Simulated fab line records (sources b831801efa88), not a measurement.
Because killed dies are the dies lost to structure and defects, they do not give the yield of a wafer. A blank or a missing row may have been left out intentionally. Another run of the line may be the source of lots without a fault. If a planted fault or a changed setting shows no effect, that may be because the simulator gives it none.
fab line records	flow sky130
[record] lots = 12	wafers = 36	last-day = 50
route steps=708 shown FIELD_ISO@18 LI_CONTACT@376 METAL1@437 PAD_OPEN@708
lots with no fault: from the same line, run without faults
start-h: the number of hours between the record's first day and the start of the first shown wafer of the lot	wait-h: how many hours have passed since the lot's step before this one	" unchanged from the row above	L1.1+2: a row that stands for several wafers	- value missing, or start not given	* or withheld: withheld	< > ~ a bound
route shown NAME@n: NAME is a module with steps in the file, n the number in the route of the first one	usual: mean/standard deviation taken from wafers without a fault	same: alike in all rows	chamber/n: place in a boat	sites: the reading at each site	_std_site: how widely they spread, as a standard deviation	_edge_site: outer sites' mean less inner sites'	radius-mm: for every site, how far away it sits from the centre of the wafer	mask NAME#n: copy n	behind: the tool/chamber that last shaped the wafer	hold: why the lot was held/for how many hours/how that ended	device: transistor that didn't switch, given as n, p or np	end of line: the tests these same wafers got at the end of their route	for a step that has no rows: nothing shown but its recipe	killed: dies that structure and defects cost at the first sort, which is not the same as the wafer's yield	map: a wafer's dies, marking killed ones x, the rest . and places with no die _
set.NAME: the setting the step ran with; set.NAME@STEP: the setting that earlier step ran with	model.NAME: the simulator's own value behind a step, which no gauge read
route steps across a sampled set of lots; one table per step, one row per wafer
services: the hour from which a tool's chamber was out of use, counted from the record's first day as start-h (under 0 if before that day), plus the number of hours and why
[[steps]]
[step SKY_FIELD_ISO_ETCH_17]
[recipe] target-depth-a = 3420	mask-material = Si3N4	chemistry = HBr/Cl2/O2	target = Si	taper-deg = 5	icp-w = 600	bias-w = 150	pressure-mtorr = 15	HBr_flow_sccm = 150	Cl2_flow_sccm = 40	O2_flow_sccm = 6	time-s = 97.7
[usual] bias-w = 150.0/0.46	drypump-motor-current-A = 5.4/0.4	he-backside-leak-sccm = 2.8/0.3	oes-product-au = 1.007/0.011	throttle-valve-pct = 25.651/0.011
lot.wafer	tool	chamber	start-h	wait-h	bias-w	drypump-motor-current-A	he-backside-leak-sccm	oes-product-au	rf-hours-counter-h	throttle-valve-pct
L928.2	rie-si-02	3	29.13	0.1	149.7	5.2	3.0	0.990	79	25.661
L928.5	"	2	"	"	150.3	5.3	2.8	0.998	-	25.672
L928.6	"	1	"	"	149.9	5.5	2.9	0.999	-	25.655
L930.3	rie-si-02	0	39.62	0.0	150.1	5.7	2.6	1.014	99	25.654
L930.4	"	3	"	"	149.4	5.2	3.0	0.991	79	25.655
L930.6	"	1	"	"	149.6	5.5	3.0	1.017	-	25.647
L931.2	rie-si-02	2	47.23	0.1	149.7	5.3	2.8	1.002	149	25.635
L931.3	"	1	"	"	150.2	5.4	2.9	1.015	72	25.647
L931.6	"	2	"	"	150.2	5.3	2.7	0.996	-	25.645
L932.2	rie-si-02	0	50.43	0.1	150.7	5.7	2.9	1.008	99	25.647
L932.3	"	1	"	"	151.2	5.4	2.9	1.010	72	25.664
L932.5	"	3	"	"	150.4	5.3	3.1	0.991	-	25.661
L933.2	rie-si-01	3	54.65	0.1	149.8	6.2	3.0	1.022	128	25.638
L933.5	"	3	"	"	149.9	6.2	3.0	1.017	-	25.649
L933.6	"	2	"	"	149.6	4.8	3.0	1.004	-	25.642
L934.2	rie-si-02	0	60.08	0.1	150.2	5.7	2.8	1.014	100	25.633
L934.4	"	3	"	"	150.1	5.2	3.0	1.001	79	25.670
L934.6	"	1	"	"	150.2	5.5	3.1	1.018	-	25.659
L935.3	rie-si-01	3	64.88	0.0	149.9	6.2	2.9	1.007	128	25.655
L935.4	"	0	"	"	148.7	5.4	2.6	0.991	93	25.650
L935.6	"	0	"	"	148.9	5.5	2.5	1.000	-	25.647
L936.1	rie-si-02	2	70.63	0.1	149.9	5.3	2.7	1.002	149	25.645
L936.3	"	3	"	"	149.7	5.2	3.0	0.988	79	25.662
L936.4	"	0	"	"	149.7	5.6	2.7	1.017	100	25.649
L937.1	rie-si-02	2	75.43	0.1	149.0	5.3	2.6	1.001	149	25.661
L937.3	"	3	"	"	149.2	5.2	2.9	0.995	79	25.665
L937.5	"	2	"	"	149.8	5.3	2.6	0.999	-	25.647
L938.2	rie-si-01	0	80.20	0.1	150.2	5.5	2.4	1.010	93	25.648
L938.4	"	1	"	"	150.2	4.9	2.9	1.016	113	25.670
L938.6	"	0	"	"	150.5	5.4	2.4	1.000	-	25.649
L947.2	rie-si-02	0	134.32	0.1	149.9	5.7	2.7	1.023	100	25.641
L947.5	"	2	"	"	151.2	5.3	2.5	1.001	-	25.655
L947.6	"	1	"	"	164.1	5.5	3.1	1.025	-	25.629
L949.3	rie-si-01	3	139.25	0.0	149.3	6.2	2.9	1.002	129	25.658
L949.4	"	1	"	"	149.4	4.9	2.6	1.017	114	25.650
L949.6	"	3	"	"	149.8	6.2	2.9	1.000	-	25.633
[step SKY_LI_CONTACT_ETCH_14]
[recipe] chemistry = N2/H2	target = BARC	ion-energy-ev = 200	source-w = 500	bias-w = 100	pressure-mtorr = 30	n2-flow-sccm = 100	h2-flow-sccm = 200	stop-on = SiO2	time-s = 45.9	target-depth-a = 600
[usual] bias-w = 99.97/0.29	drypump-motor-current-A = 5.5/0.56	oes-product-au = 0.854/0.0051	throttle-valve-pct = 13.225/0.0092
lot.wafer	tool	chamber	start-h	wait-h	bias-w	drypump-motor-current-A	oes-product-au	rf-hours-counter-h	throttle-valve-pct
L928.2	rie-diel-01	2	681.95	0.0	100.04	4.9	0.861	8	13.217
L928.5	"	3	"	"	99.78	5.2	0.853	-	13.228
L928.6	"	2	"	"	99.56	4.9	0.849	-	13.222
L930.3	rie-diel-03	3	701.97	0.0	99.66	4.9	0.850	2	13.229
L930.4	"	0	"	"	99.87	4.9	0.855	4	13.231
L930.6	"	2	"	"	100.03	6.8	0.857	-	13.223
L931.2	rie-diel-03	2	709.72	0.0	99.96	6.8	0.851	9	13.240
L931.3	"	0	"	"	99.45	4.9	0.857	4	13.216
L931.6	"	3	"	"	99.53	4.9	0.855	-	13.232
L932.2	rie-diel-02	3	710.27	0.0	100.14	6.2	0.861	31	13.225
L932.3	"	1	"	"	99.65	5.2	0.855	4	13.219
L932.5	"	2	"	"	100.44	5.4	0.861	-	13.224
L933.2	rie-diel-03	3	713.57	0.0	100.15	4.9	0.848	2	13.221
L933.5	"	2	"	"	99.64	6.7	0.850	-	13.225
L933.6	"	3	"	"	99.89	4.9	0.842	-	13.227
L934.2	rie-diel-01	3	730.47	0.0	100.25	5.2	0.850	1	13.230
L934.4	"	0	"	"	100.28	5.9	0.849	14	13.223
L934.6	"	2	"	"	100.03	4.9	0.846	-	13.215
L935.3	rie-diel-02	1	736.67	0.0	100.27	5.2	0.855	5	13.225
L935.4	"	0	"	"	99.58	6.1	0.862	20	13.221
L935.6	"	0	"	"	99.60	6.1	0.853	-	13.218
L936.1	rie-diel-01	0	738.90	0.0	100.09	6.0	0.847	14	13.225
L936.3	"	3	"	"	100.09	5.2	0.857	2	13.228
L936.4	"	1	"	"	100.02	5.6	0.855	4	13.210
L937.1	rie-diel-02	2	743.45	0.0	99.51	5.4	0.858	31	13.227
L937.3	"	3	"	"	100.10	6.2	0.860	31	13.229
L937.5	"	2	"	"	100.10	5.4	0.854	-	13.232
L938.2	rie-diel-01	2	756.22	0.0	99.38	4.9	0.850	10	13.234
L938.4	"	1	"	"	99.59	5.6	0.858	4	13.231
L938.6	"	2	"	"	100.02	4.9	0.852	-	13.214
L947.2	rie-diel-03	0	833.02	0.0	100.20	4.9	0.850	7	13.225
L947.5	"	1	"	"	99.59	5.4	0.841	-	13.227
L947.6	"	0	"	"	100.22	4.9	0.851	-	13.227
L949.3	rie-diel-01	1	839.12	0.0	99.83	5.6	0.848	6	13.227
L949.4	"	2	"	"	99.78	4.9	0.854	12	13.229
L949.6	"	2	"	"	99.80	4.9	0.853	-	13.230
[step SKY_LI_CONTACT_SPUTTER_20]
[recipe] material = TiN	target-thk-nm = 20	chamber-pressure-pa = 5	power-w = 4000	time-s = 80
[usual] throttle-valve-pct = 30.1/1.1
lot.wafer	tool	chamber	start-h	wait-h	throttle-valve-pct
L928.2	pvd-sputter-04	-	682.45	0.0	30.5
L928.5	"	-	"	"	30.8
L928.6	"	-	"	"	30.5
L930.3	pvd-sputter-02	-	702.48	0.0	29.5
L930.4	"	-	"	"	29.8
L930.6	"	-	"	"	29.9
L931.2	pvd-sputter-04	-	710.22	0.0	30.6
L931.3	"	-	"	"	30.8
L931.6	"	-	"	"	31.0
L932.2	pvd-sputter-01	-	710.86	0.1	31.1
L932.3	"	-	"	"	31.9
L932.5	"	-	"	"	31.8
L933.2	pvd-sputter-01	-	714.07	0.0	31.2
L933.5	"	-	"	"	31.9
L933.6	"	-	"	"	30.3
L934.2	pvd-sputter-01	-	730.97	0.0	30.0
L934.4	"	-	"	"	30.4
L934.6	"	-	"	"	30.9
L935.3	pvd-sputter-02	-	737.16	0.0	28.8
L935.4	"	-	"	"	29.2
L935.6	"	-	"	"	29.5
L936.1	pvd-sputter-01	-	739.40	0.0	31.1
L936.3	"	-	"	"	30.4
L936.4	"	-	"	"	30.3
L937.1	pvd-sputter-04	-	743.95	0.0	30.3
L937.3	"	-	"	"	27.5
L937.5	"	-	"	"	30.5
L938.2	pvd-sputter-04	-	756.72	0.0	30.9
L938.4	"	-	"	"	30.6
L938.6	"	-	"	"	30.4
L947.2	pvd-sputter-04	-	833.51	0.0	27.4
L947.5	"	-	"	"	30.3
L947.6	"	-	"	"	27.6
L949.3	pvd-sputter-02	-	839.62	0.0	29.9
L949.4	"	-	"	"	29.7
L949.6	"	-	"	"	29.9
[step SKY_METAL1_SPUTTER_03]
[recipe] material = Ti	target-thk-nm = 5	power-w = 3000	time-s = 3.3	chamber-pressure-pa = 0.4
[usual] throttle-valve-pct = 29.7/0.87
lot.wafer	tool	chamber	start-h	wait-h	throttle-valve-pct
L928.2	pvd-sputter-02	-	742.66	0.0	29.4
L928.5	"	-	"	"	29.0
L928.6	"	-	"	"	29.1
L930.3	pvd-sputter-03	-	761.54	0.0	30.2
L930.4	"	-	"	"	28.9
L930.6	"	-	"	"	28.7
L931.2	pvd-sputter-03	-	768.49	0.0	29.0
L931.3	"	-	"	"	30.5
L931.6	"	-	"	"	30.1
L932.2	pvd-sputter-04	-	769.30	0.0	30.5
L932.3	"	-	"	"	31.0
L932.5	"	-	"	"	30.4
L933.2	pvd-sputter-04	-	773.19	0.0	27.6
L933.5	"	-	"	"	30.5
L933.6	"	-	"	"	27.8
L934.2	pvd-sputter-04	-	789.11	0.0	30.5
L934.4	"	-	"	"	30.6
L934.6	"	-	"	"	31.0
L935.3	pvd-sputter-03	-	795.46	0.0	29.4
L935.4	"	-	"	"	31.0
L935.6	"	-	"	"	29.3
L936.1	pvd-sputter-04	-	796.25	0.0	30.4
L936.3	"	-	"	"	30.5
L936.4	"	-	"	"	27.6
L937.1	pvd-sputter-03	-	802.10	0.0	29.4
L937.3	"	-	"	"	30.9
L937.5	"	-	"	"	29.1
L938.2	pvd-sputter-03	-	813.82	0.0	30.2
L938.4	"	-	"	"	29.1
L938.6	"	-	"	"	29.1
L947.2	pvd-sputter-02	-	888.43	0.0	29.2
L947.5	"	-	"	"	29.7
L947.6	"	-	"	"	28.8
L949.3	pvd-sputter-02	-	894.62	0.0	29.8
L949.4	"	-	"	"	29.6
L949.6	"	-	"	"	30.2
[step SKY_PAD_OPEN_PROBE_99]
[usual] killed_at_M0_to_M3 = 44/6	killed_at_M4_up = 2.9/1.5	killed-at-contacts = 24/4.9	killed-at-front-end = 16/4.3	killed-at-other = 0.3/0.54	killed-dies = 87/8.7	killed-open = 48/6.7	killed-short = 39/5.9
[same] gross-dies = 492	killed-at-back-side = 0
lot.wafer	tool	chamber	start-h	wait-h	killed_at_M0_to_M3	killed_at_M4_up	killed-at-contacts	killed-at-front-end	killed-at-other	killed-dies	killed-open	killed-short
L947.2	prober-01	-	1186.73	0.1	47	1	29	13	0	90	56	33
L947.5	prober-01	-	1186.88	0.2	41	4	27	10	0	82	45	37
L947.6	prober-01	-	1186.93	0.2	34	1	20	14	1	70	37	33
// killed by level:class
L947.2 VIA2:geometric-particle:open=13 LI_CONTACT:geometric-particle:open=13 VIA1:geometric-particle:open=11 CONTACT:geometric-particle:open=8 METAL1:geometric-particle:short=6 LI_CONTACT:geometric-particle:short=5 POLY_GATE:geometric-particle:short=4 VIA1:geometric-particle:short=4
L947.5 VIA1:geometric-particle:open=9 VIA2:geometric-particle:open=8 CONTACT:geometric-particle:open=6 METAL2:geometric-particle:short=6 VIA3:geometric-particle:open=6 LI_CONTACT:geometric-particle:open=5 LI_CONTACT:geometric-particle:short=5 CONTACT:geometric-particle:short=5
L947.6 CONTACT:geometric-particle:open=9 VIA1:geometric-particle:open=8 METAL1:geometric-particle:short=7 VIA2:geometric-particle:open=6 LI_CONTACT:geometric-particle:open=5 METAL2:geometric-particle:short=4 FIELD_ISO:geometric-particle:short=3 FIELD_ISO:geometric-particle:open=3
[[services]]
tool	chamber	start-h	hours	kind
pvd-sputter-04	-	20.82	4.0	repair
pvd-sputter-02	-	38.27	22.4	repair
pvd-sputter-02	-	84.52	0.9	repair
rie-si-02	3	103.70	15.0	repair
rie-si-02	1	105.32	6.7	repair
rie-diel-01	1	124.51	2.9	repair
rie-si-02	3	154.41	9.0	repair
rie-si-02	2	165.51	7.3	repair
rie-diel-01	-	168.38	0.8	repair
pvd-sputter-04	-	266.07	4.7	repair
pvd-sputter-04	-	284.63	5.3	repair
rie-si-02	0	288.17	1.7	repair
rie-si-02	2	315.04	2.2	repair
rie-si-02	1	361.21	2.6	repair
rie-si-02	-	416.49	0.6	repair
rie-si-02	1	474.71	4.7	repair
pvd-sputter-04	-	479.54	25.4	repair
pvd-sputter-02	-	493.29	7.3	repair
rie-si-02	3	614.07	15.4	repair
rie-si-02	-	668.02	2.8	pm
rie-si-02	-	699.21	0.4	repair
pvd-sputter-02	-	733.77	2.1	repair
pvd-sputter-04	-	843.99	1.3	repair
pvd-sputter-02	-	868.80	0.9	repair
[[key]]
[first-sign] step = SKY_FIELD_ISO_ETCH_17	reading = bias-w	direction = up	sigmas = 31	usual = 150.0	struck = 164.1
effect none on later readings
met-at SKY_FIELD_ISO_ETCH_17
struck-lots L947
struck-wafers L947.6
tester-left-out L947
not-acting-at SKY_LI_CONTACT_ETCH_14,SKY_LI_CONTACT_SPUTTER_20,SKY_METAL1_SPUTTER_03
onset-between 60.08 134.32
[fault] kind = process-parameter-drift	tool = rie-si-02	chamber = 1	onset-h = 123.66	steps = SKY_FIELD_ISO_ETCH_17	channel = bias-w	offset = 14.886	shape = step	end-h = 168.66	acts-in = these-recipes-only	stated = 150
// tester-left-out: of these lots the tester's yield and bins aren't shown, on N5 and GAA mostly nor the transistor test; their killed dies are dies lost to structure and defects alone, not to doping, threshold or leakage, so they don't give the yield
